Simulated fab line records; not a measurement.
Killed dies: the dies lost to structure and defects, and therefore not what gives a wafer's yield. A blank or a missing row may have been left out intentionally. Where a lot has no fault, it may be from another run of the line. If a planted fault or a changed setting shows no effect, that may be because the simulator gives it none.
Comparing a struck lot with a sound one :: flow sky130 :: 40 steps out of a route of 708
Sound: wafers L837.1, L837.3, L837.4. Struck: wafer L840.4 (L840.2, L840.5, from the same lot, were not struck and are left out); the cause is given at the end.
Each step with rows lists, per side, the tool, then ch with its chambers, then its first start. Under that, the readings that differ: sound wafers :: struck wafers :: difference of the means :: sigmas: that difference in standard deviations of wafers without a fault.
alike: words and numbers the same on both sides, and readings whose means are apart by under 2 such deviations; not compared: readings that were withheld, readings missing a value for some wafer, numbers with overlapping values and no deviation given by the record, and bounds like >300 which may hide the same value.
Wherever a step has rows on one side only, a row that says differs or no value, or a row with sigmas, the two part there. Numbers that don't overlap but have no deviation are shown without sigmas and don't part them. A reading missing from all wafers of one side parts the sides only when that side holds two or more wafers.

first, 7 steps without rows for these wafers: SKY_METAL5_HMDS_08 (prime time 60 s); SKY_METAL5_COAT_09 (resist thk 1800 nm); SKY_METAL5_SOFTBAKE_10 (time 60 s); SKY_METAL5_EXPOSE_11 (exposes mask MM5, target cd 1600 nm); SKY_METAL5_PEB_12; SKY_METAL5_DEVELOP_13 (develop time 60 s); SKY_METAL5_DESCUM_14 (chemistry O2, time 11 s).
SKY_METAL5_METAL_ETCH_15: etches the open film in Cl2/BCl3, stops on SiO2, target depth 1260 nm, time 252 s.
  sound on rie metal-02 ch 0,1, day 44 10:56; struck on rie metal-03 ch 0, day 45 00:09
reading: oes product au (a.u.)
sound: 0.894 0.891 0.885
struck: 0.901
difference: +0.011
sigmas: +2
  alike: drypump motor current A, mfc cl2 sccm, throttle valve pct
  not compared: rf hours counter h
then, 4 steps without rows for these wafers: SKY_METAL5_STRIP_16 (strips in O2/N2); SKY_METAL5_STRIP_17 (strips in post etch residue remover, time 1200 s); SKY_METAL5_CLEAN_18 (cleans in IPA, time 180 s); SKY_METAL5_CLEAN_19 (cleans in O3/DIW).
SKY_PASSIVATION_CVD_00: deposits SiO2, target thk 90 nm.
  sound on pecvd-04 ch 0,1, day 44 11:54; struck on pecvd-04 ch 0, day 45 00:58
  alike: heater power w
SKY_PASSIVATION_THK_MEAS_01:
  struck on film metro-01, day 45 01:00; sound on film metro-02, day 44 11:56
  alike: PASSIVATION_CVD_00_THK
SKY_PASSIVATION_CVD_02: deposits Si3N4, target thk 540 nm.
  sound on pecvd-01 ch 0,1, day 44 11:59; struck on pecvd-03 ch 0, day 45 01:03
  alike: heater power w
SKY_PASSIVATION_THK_MEAS_03:
  struck on film metro-02, day 45 01:17; sound on film metro-04, day 44 12:19
  alike: PASSIVATION_CVD_02_THK
then, 7 steps without rows for these wafers: SKY_PASSIVATION_DEHYDRATE_04 (time 60 s); SKY_PASSIVATION_HMDS_05 (prime time 60 s); SKY_PASSIVATION_COAT_06 (resist thk 3000 nm); SKY_PASSIVATION_SOFTBAKE_07; SKY_PASSIVATION_EXPOSE_08 (exposes mask NSM, target cd 3000 nm); SKY_PASSIVATION_PEB_09; SKY_PASSIVATION_DEVELOP_10 (develop time 60 s).
SKY_PASSIVATION_ETCH_11: etches the open film in CF4/O2, stops on AlCu, target depth 725 nm, time 161.1 s.
  sound on rie diel-04 ch 1,2,3, day 45 09:12; struck on rie diel-04 ch 0, day 45 22:27
reading: rf hours counter h (h)
sound: 16 21 21
struck: 25
difference: +6
sigmas: 
  alike: cf4 flow sccm, drypump motor current A, oes product au, throttle valve pct
SKY_PASSIVATION_STRIP_12: strips in O2/N2.
  sound on plasma asher-03 ch 0,1, day 45 09:19; struck on plasma asher-02 ch 1, day 45 22:33
  alike: drypump motor current A, oes product au, strip time to endpoint s
  not compared: rf hours counter h
then, 8 steps without rows for these wafers: SKY_PAD_OPEN_DEHYDRATE_00 (time 60 s); SKY_PAD_OPEN_HMDS_01 (prime time 60 s); SKY_PAD_OPEN_COAT_02 (resist thk 3000 nm); SKY_PAD_OPEN_SOFTBAKE_03; SKY_PAD_OPEN_EXPOSE_04 (exposes mask PDM, target cd 60000 nm); SKY_PAD_OPEN_PEB_05; SKY_PAD_OPEN_DEVELOP_06 (develop time 60 s); SKY_PAD_OPEN_ETCH_07 (etches the open film in CF4/O2, stops on AlCu, target depth 725 nm, time 161.1 s).
SKY_PAD_OPEN_STRIP_08: strips in O2/N2.
  sound on plasma asher-04 ch 0,1, day 46 05:37; struck on plasma asher-01 ch 0, day 46 19:10
  alike: drypump motor current A, oes product au, strip time to endpoint s
  not compared: rf hours counter h
then, 4 steps without rows for these wafers: SKY_PAD_OPEN_STRIP_09 (strips in post etch residue remover, time 1200 s); SKY_PAD_OPEN_CLEAN_10 (cleans in IPA, time 180 s); SKY_PAD_OPEN_CLEAN_11 (cleans in O3/DIW); SKY_PAD_OPEN_ANNEAL_12.
SKY_PAD_OPEN_BOW_MEAS_13:
  struck on film metro-03, day 46 21:17; sound on film metro-04, day 46 07:42
  alike: PAD_OPEN_BOW
SKY_PAD_OPEN_PROBE_99:
  the record has rows for the struck wafers here (prober-01, day 46 21:32) and none for the sound ones

WHERE THEY PART
At SKY_METAL5_METAL_ETCH_15 first; at SKY_PAD_OPEN_PROBE_99 last (within this record only).

WHY: the cause the simulator had injected
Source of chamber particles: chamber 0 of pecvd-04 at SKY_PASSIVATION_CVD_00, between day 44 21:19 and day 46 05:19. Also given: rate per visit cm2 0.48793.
